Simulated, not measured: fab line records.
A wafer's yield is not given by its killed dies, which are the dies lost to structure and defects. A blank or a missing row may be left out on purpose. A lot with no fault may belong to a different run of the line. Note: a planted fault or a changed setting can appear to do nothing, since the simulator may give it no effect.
Problem report, 8D (eight disciplines) form, completed by code | flow sky130 | the parts of the form that need people (team, actions taken, sign-off) are left out

1. WHAT WENT WRONG
killed_at_front_end at SKY_PAD_OPEN_PROBE_99 reads a mean of 420 on 2 wafers of 2 lots; wafers without a fault read 16 with a standard deviation of 3.9. That is +99 or more standard deviations from the usual mean.
Earliest sighting: wafer L395.5 on prober-01 at day 49 01:20. Wafers with a number at this step in the record: 39, from 13 lots. Rule for "out" (also "out of limits"): further than 4 standard deviations from the usual mean. The rest of the wafers with a number are treated as sound.

2. WHAT IT IS, AND WHAT IT ISN'T
question                    | is                                              | is not
which readings at this step | killed_at_front_end, killed_dies, killed_on_rim | killed_at_M0_to_M3, killed_at_contacts, killed_at_other, killed_open, killed_short
which lots                  | L395, L396                                      | L389, L391, L392, L394, L405, L406, L407, L408, L409, L410, L411
which wafers of those lots  | L395.5, L396.6                                  | L395.1, L395.2, L396.3, L396.4
read on which tools         | prober-01, prober-02                            | -
when                        | from day 49 01:20                               | up to then (14 sound wafers); but 23 sound wafers of L396, L405, L406, L407, L408, L409, L410, L411 came after

3. THE SUSPECTS, EACH WITH WHAT RULES IT OUT
Counting: a tool at a process step up to the reading stays a suspect if it ran every lot that is out. Sound lots after the first of them don't rule it out here, since some wafers of a struck lot are sound.
- litho_track-04 at SKY_NWELL_DEVELOP_22 (develop time 60 s): kept. It processed each lot that is out (first: L395, day 7 04:00); up to then, its last sound lot is L394 (day 6 22:00).
- plasma_asher-01 at SKY_VT_ADJUST_HVTP_STRIP_10 (strips in O2/N2): kept. It processed each lot that is out (first: L395, day 8 00:07); up to then, its last sound lot is L394 (day 7 19:43).
After counting, litho_track-04 at SKY_NWELL_DEVELOP_22 and plasma_asher-01 at SKY_VT_ADJUST_HVTP_STRIP_10 remain.

4. THE CAUSE (what the simulator had put in)
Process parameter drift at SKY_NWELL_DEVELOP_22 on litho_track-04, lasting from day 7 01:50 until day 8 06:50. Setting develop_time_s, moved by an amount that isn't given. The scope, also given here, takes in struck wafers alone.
Counting left 2 suspects, and this tool is among them.

5. THE CHAIN OF EFFECTS, in route order
Each row: a reading whose mean over the struck wafers that have a number lies more than 3 standard deviations from the usual. Readings are gone through only where the record gives a usual standard deviation; hours: the median, over the lots, of the time from a lot's start at the first step in this table giving one to that lot's start at this step; sigmas: the change measured in usual standard deviations.
hours | step                  | reading             | usual | on struck wafers | change | sigmas
0     | SKY_PAD_OPEN_PROBE_99 | killed_at_front_end | 16    | 420              | +404   | +99 or more
0     | SKY_PAD_OPEN_PROBE_99 | killed_dies         | 86    | 492              | +406   | +50
0     | SKY_PAD_OPEN_PROBE_99 | killed_on_rim       | 16    | 96               | +80    | +22
The process steps in it:
- SKY_PAD_OPEN_PROBE_99
Readings that are blank on the struck wafers while sound wafers have them: NWELL_01_OVL at SKY_NWELL_OVL_MEAS_23.

6. HOW IT WOULD HAVE BEEN CAUGHT EARLIER
In this record no reading fell out of limits until day 49 01:20, 1008 hours after the fault had begun at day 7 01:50.
Between SKY_NWELL_DEVELOP_22 and SKY_PAD_OPEN_PROBE_99, SKY_NWELL_OVL_MEAS_23 gave no NWELL_01_OVL on the struck wafers, where sound wafers have one: a measuring or inspecting step that comes back empty is itself a sign.
Each of the lots that are out, 2 in all, had begun SKY_NWELL_DEVELOP_22 on litho_track-04 no later than day 49 01:20. None of them would have been spared by holding the tool at that moment.
